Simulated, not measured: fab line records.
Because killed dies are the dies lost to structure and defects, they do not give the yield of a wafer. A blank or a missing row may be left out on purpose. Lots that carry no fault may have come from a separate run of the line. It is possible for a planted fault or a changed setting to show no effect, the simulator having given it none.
Which tool is to blame? | flow gf180mcu | Sampling: 24 lots, 72 wafers, 6 of 602 route steps

WHAT THE GAUGES SHOWED, per wafer
GF_M4_THK_MEAS_06: measures by xrf. Usual: for M4_ALCU_THK the level is 469 nm and the standard deviation is 6.1.
lot  | measured     | on            | M4_ALCU_THK (nm) | flag
L074 | day 22 15:09 | film-metro-01 | 469 472 473      |
L075 | day 22 21:14 | film-metro-04 | 466 475 465      |
L076 | day 23 15:05 | film-metro-03 | 473 483 475      |
L077 | day 23 21:04 | film-metro-03 | 471 475 474      |
L078 | day 24 02:50 | film-metro-03 | 463 465 468      |
L079 | day 24 08:44 | film-metro-03 | 464 468 471      |
L080 | day 24 23:20 | film-metro-03 | 465 466 464      |
L081 | day 25 02:53 | film-metro-03 | 467 460 465      |
L082 | day 25 18:28 | film-metro-04 | 471 464 467      |
L083 | day 25 21:35 | film-metro-04 | 471 462 470      |
L084 | day 26 04:04 | film-metro-03 | 487 482 479      |
L085 | day 26 15:47 | film-metro-01 | 463 459 458      |
L086 | day 26 21:53 | film-metro-03 | 475 474 478      |
L087 | day 27 03:52 | film-metro-01 | 467 467 466      |
L088 | day 27 15:23 | film-metro-03 | 472 470 466      |
L089 | day 27 15:47 | film-metro-01 | 473 477 476      |
L090 | day 27 22:59 | film-metro-01 | 474 473 474      |
L091 | day 28 05:59 | film-metro-01 | 464 468 462      |
L092 | day 28 12:59 | film-metro-01 | 475 474 473      |
L093 | day 28 21:35 | film-metro-01 | 469 464 467      |
L094 | day 29 03:43 | film-metro-01 | 468 471 477      |
L095 | day 29 13:58 | film-metro-04 | 461 467 458      |
L096 | day 29 14:59 | film-metro-04 | 464 461 459      |
L097 | day 29 19:32 | film-metro-04 | 471 465 469      |

GF_M4_CD_MEAS_14: the cd target is 280 nm. Usual: cd-nm 279.8 nm, standard deviation 1.4.
lot  | measured     | on        | cd-nm (nm)        | flag
L074 | day 23 13:30 | cd-sem-01 | 279.5 280.4 278.2 |
L075 | day 23 19:26 | cd-sem-01 | 278.6 277.8 278.9 |
L076 | day 24 12:51 | cd-sem-01 | 280.0 280.6 280.7 |
L077 | day 24 19:16 | cd-sem-01 | 278.0 280.7 280.1 |
L078 | day 25 00:32 | cd-sem-01 | 279.4 280.5 279.1 |
L079 | day 25 06:11 | cd-sem-02 | 280.1 281.7 281.1 |
L080 | day 25 20:50 | cd-sem-02 | 280.2 279.9 280.4 |
L081 | day 26 00:02 | cd-sem-02 | 278.9 280.4 279.2 |
L082 | day 26 14:13 | cd-sem-02 | 282.5 281.4 282.5 |
L083 | day 26 18:32 | cd-sem-01 | 279.5 279.6 280.3 |
L084 | day 27 00:32 | cd-sem-01 | 277.6 278.8 279.2 |
L085 | day 27 11:33 | cd-sem-01 | 281.0 279.4 279.5 |
L086 | day 27 18:06 | cd-sem-01 | 282.0 282.7 282.6 |
L087 | day 27 23:51 | cd-sem-01 | 281.1 281.2 281.6 |
L088 | day 28 11:32 | cd-sem-01 | 277.7 276.5 277.1 |
L089 | day 28 11:45 | cd-sem-02 | 280.5 279.1 279.4 |
L090 | day 28 18:20 | cd-sem-02 | 281.0 280.3 279.8 |
L091 | day 29 00:54 | cd-sem-02 | 280.4 280.4 279.6 |
L092 | day 29 08:05 | cd-sem-01 | 278.1 279.3 278.3 |
L093 | day 29 16:25 | cd-sem-01 | 278.6 278.8 278.0 |
L094 | day 29 22:36 | cd-sem-01 | 282.6 281.2 281.9 |
L095 | day 30 09:05 | cd-sem-02 | 282.1 281.2 281.3 |
L096 | day 30 09:46 | cd-sem-01 | 276.7 277.9 276.5 |
L097 | day 30 14:04 | cd-sem-01 | 279.7 278.0 279.4 |

GF_V5_OVL_MEAS_15. Usual: for V5_OVL the level is 2 nm and the standard deviation is 6.3.
lot  | measured     | on         | V5_OVL (nm) | flag
L074 | day 27 08:13 | overlay-01 | 8 2 9       |
L075 | day 27 13:15 | overlay-02 | 4 7 3       |
L076 | day 28 08:03 | overlay-01 | -3 3 -6     |
L077 | day 28 10:34 | overlay-02 | 2 -2 5      |
L078 | day 28 15:57 | overlay-01 | 12 13 10    |
L079 | day 28 20:39 | overlay-02 | 5 2 5       |
L080 | day 29 10:39 | overlay-02 | -12 -11 -10 |
L081 | day 29 13:51 | overlay-01 | 3 -1 -4     |
L082 | day 30 00:55 | overlay-01 | 1 4 -5      |
L083 | day 30 06:22 | overlay-01 | 7 9 7       |
L084 | day 30 11:55 | overlay-01 | 9 6 11      |
L085 | day 30 20:15 | overlay-02 | -2 -2 -3    |
L086 | day 31 02:40 | overlay-01 | 14 8 14     |
L087 | day 31 09:09 | overlay-02 | 5 1 7       |
L088 | day 31 17:25 | overlay-01 | 3 -5 -1     |
L089 | day 31 18:09 | overlay-01 | 6 0 4       |
L090 | day 32 00:52 | overlay-01 | -7 -1 -4    |
L091 | day 32 06:25 | overlay-02 | -3 -6 -8    |
L092 | day 32 11:27 | overlay-01 | 6 2 5       |
L093 | day 33 02:24 | overlay-01 | 7 10 16     |
L094 | day 33 01:42 | overlay-01 | 13 3 10     |
L095 | day 33 10:18 | overlay-02 | -5 -6 -8    |
L096 | day 33 11:02 | overlay-02 | -2 -4 -3    |
L097 | day 33 15:25 | overlay-02 | -1 8 2      |

GF_V5_THK_MEAS_25: measures by xrf. Usual: for V5_W_THK the level is 335 nm and the standard deviation is 5.1.
lot  | measured     | on            | V5_W_THK (nm) | flag
L074 | day 27 09:37 | film-metro-02 | 340 338 339   |
L075 | day 27 14:19 | film-metro-03 | 331 338 338   |
L076 | day 28 09:07 | film-metro-03 | 331 334 338   |
L077 | day 28 11:37 | film-metro-02 | 345 343 336   |
L078 | day 28 17:01 | film-metro-02 | 327 338 334   |
L079 | day 28 21:42 | film-metro-02 | 340 332 333   |
L080 | day 29 11:43 | film-metro-03 | 328 327 326   |
L081 | day 29 14:56 | film-metro-01 | 339 346 337   |
L082 | day 30 01:59 | film-metro-01 | 334 329 331   |
L083 | day 30 07:32 | film-metro-03 | 328 332 333   |
L084 | day 30 12:58 | film-metro-01 | 331 328 332   |
L085 | day 30 21:19 | film-metro-03 | 335 327 334   |
L086 | day 31 03:43 | film-metro-01 | 331 327 332   |
L087 | day 31 10:12 | film-metro-01 | 331 331 329   |
L088 | day 31 18:28 | film-metro-01 | 335 326 327   |
L089 | day 31 19:13 | film-metro-02 | 338 338 339   |
L090 | day 32 01:55 | film-metro-01 | 334 337 338   |
L091 | day 32 07:31 | film-metro-03 | 331 336 336   |
L092 | day 32 12:34 | film-metro-02 | 336 336 338   |
L093 | day 33 03:28 | film-metro-03 | 335 336 338   |
L094 | day 33 02:46 | film-metro-02 | 341 343 341   |
L095 | day 33 11:23 | film-metro-02 | 343 341 342   |
L096 | day 33 12:05 | film-metro-03 | 333 339 333   |
L097 | day 33 16:31 | film-metro-02 | 341 338 344   |

GF_TOP_METAL_RS_MEAS_05: measures by four-point-probe. Usual: for TOP_METAL_ALCU_RS the level is 0.0326 ohm/sq and the standard deviation is 0.00045.
lot  | measured     | on            | TOP_METAL_ALCU_RS (ohm/sq) | flag
L074 | day 27 10:12 | film-metro-04 | 0.0333 0.0326 0.0330       |
L075 | day 27 14:54 | film-metro-03 | 0.0332 0.0332 0.0330       |
L076 | day 28 09:41 | film-metro-03 | 0.0326 0.0332 0.0329       |
L077 | day 28 12:13 | film-metro-03 | 0.0328 0.0333 0.0331       |
L078 | day 28 17:35 | film-metro-01 | 0.0335 0.0325 0.0335       |
L079 | day 28 22:17 | film-metro-03 | 0.0325 0.0324 0.0319       |
L080 | day 29 12:17 | film-metro-04 | 0.0327 0.0329 0.0324       |
L081 | day 29 15:31 | film-metro-03 | 0.0322 0.0321 0.0321       |
L082 | day 30 02:35 | film-metro-03 | 0.0334 0.0333 0.0329       |
L083 | day 30 08:08 | film-metro-04 | 0.0318 0.0323 0.0317       |
L084 | day 30 13:33 | film-metro-01 | 0.0323 0.0323 0.0321       |
L085 | day 30 21:54 | film-metro-01 | 0.0328 0.0333 0.0326       |
L086 | day 31 04:18 | film-metro-01 | 0.0328 0.0326 0.0327       |
L087 | day 31 10:47 | film-metro-04 | 0.0333 0.0326 0.0334       |
L088 | day 31 19:03 | film-metro-03 | 0.0324 0.0321 0.0322       |
L089 | day 31 19:47 | film-metro-04 | 0.0321 0.0317 0.0318       |
L090 | day 32 02:41 | film-metro-04 | 0.0323 0.0326 0.0324       |
L091 | day 32 08:34 | film-metro-04 | 0.0325 0.0323 0.0322       |
L092 | day 32 13:09 | film-metro-01 | 0.0321 0.0323 0.0320       |
L093 | day 33 04:02 | film-metro-04 | 0.0325 0.0326 0.0323       |
L094 | day 33 03:21 | film-metro-01 | 0.0333 0.0325 0.0329       |
L095 | day 33 11:58 | film-metro-04 | 0.0323 0.0323 0.0325       |
L096 | day 33 12:41 | film-metro-03 | 0.0327 0.0328 0.0322       |
L097 | day 33 17:06 | film-metro-01 | 0.0335 0.0332 0.0326       |

TOOL THAT RAN EACH LOT (tool first, then ch and the chambers of the sampled wafers, then the start)
lot  | GF_V4_CMP_04
L074 | cmp-02 ch 1,2, day 23 14:39
L075 | cmp-01 ch 0,1,2, day 23 20:31
L076 | cmp-02 ch 0,1,3, day 24 18:28
L077 | cmp-01 ch 0,2,3, day 24 20:25
L078 | cmp-02 ch 1,2, day 25 01:37
L079 | cmp-02 ch 1,2,3, day 25 07:16
L080 | cmp-01 ch 0,1,3, day 25 21:55
L081 | cmp-02 ch 0,1, day 26 01:09
L082 | cmp-02 ch 1,2, day 26 15:19
L083 | cmp-01 ch 0,1, day 26 19:39
L084 | cmp-02 ch 1,2, day 27 01:37
L085 | cmp-01 ch 0,2,3, day 27 12:48
L086 | cmp-01 ch 0,1,3, day 27 19:17
L087 | cmp-01 ch 0,1,3, day 28 01:02
L088 | cmp-01 ch 0,2,3, day 28 12:37
L089 | cmp-02 ch 0,2,3, day 28 12:50
L090 | cmp-01 ch 2,3, day 28 19:25
L091 | cmp-02 ch 0,2, day 29 02:01
L092 | cmp-01 ch 0,3, day 29 09:10
L093 | cmp-01 ch 2,3, day 29 17:33
L094 | cmp-01 ch 0,1,3, day 29 23:40
L095 | cmp-01 ch 0,1,2, day 30 10:16
L096 | cmp-01 ch 0,2,3, day 30 10:58
L097 | cmp-02 ch 0,1,3, day 30 15:29
- GF_V4_CMP_04: polishes SiO2.

AS READ BY THE TOOLS THEMSELVES (means over the sampled wafers that have a number; for cases with no such wafer, the mark the record gives instead)
GF_V4_CMP_04. Usual: motor-current-A 12.2 A, standard deviation 1.2; time-to-endpoint-s 80 s, standard deviation 5.1.
lot  | tool   | motor-current-A (A) | time-to-endpoint-s (s) | flag
L074 | cmp-02 | 12.0                | 79                     |
L075 | cmp-01 | 12.0                | 79                     |
L076 | cmp-02 | 11.4                | 75                     |
L077 | cmp-01 | 12.9                | 81                     |
L078 | cmp-02 | 12.4                | 79                     |
L079 | cmp-02 | 11.4                | 79                     |
L080 | cmp-01 | 12.4                | 72                     |
L081 | cmp-02 | 12.0                | 87                     |
L082 | cmp-02 | 12.6                | 87                     |
L083 | cmp-01 | 12.7                | 75                     |
L084 | cmp-02 | 12.6                | 89                     |
L085 | cmp-01 | 13.2                | 82                     |
L086 | cmp-01 | 12.4                | 78                     |
L087 | cmp-01 | 13.0                | 77                     |
L088 | cmp-01 | 12.9                | 78                     |
L089 | cmp-02 | 10.9                | 80                     |
L090 | cmp-01 | 12.9                | 77                     |
L091 | cmp-02 | 11.6                | 75                     |
L092 | cmp-01 | 13.8                | 74                     |
L093 | cmp-01 | 12.4                | 78                     |
L094 | cmp-01 | 12.5                | 79                     |
L095 | cmp-01 | 12.4                | 77                     |
L096 | cmp-01 | 12.8                | 77                     |
L097 | cmp-02 | 11.3                | 84                     |

THE ANSWER, worked out from the rows above alone
Rule: a lot is off if the mean of its wafers that have a number lies more than 3 standard deviations from the usual mean. Also off: a lot with no number at a reading for which 4 or more lots have one. All remaining lots with rows at the step are treated as sound. The gauges are gone through in route order, then the tools' own readings, and for those a lot's mean is taken as printed above. At the first step where some lot is off, the reading lying furthest off is the one used; lots without a number count as furthest.
Nothing can be told from this: no lot is off at any reading shown.

WHAT HAD BEEN PUT IN BY THE SIMULATOR
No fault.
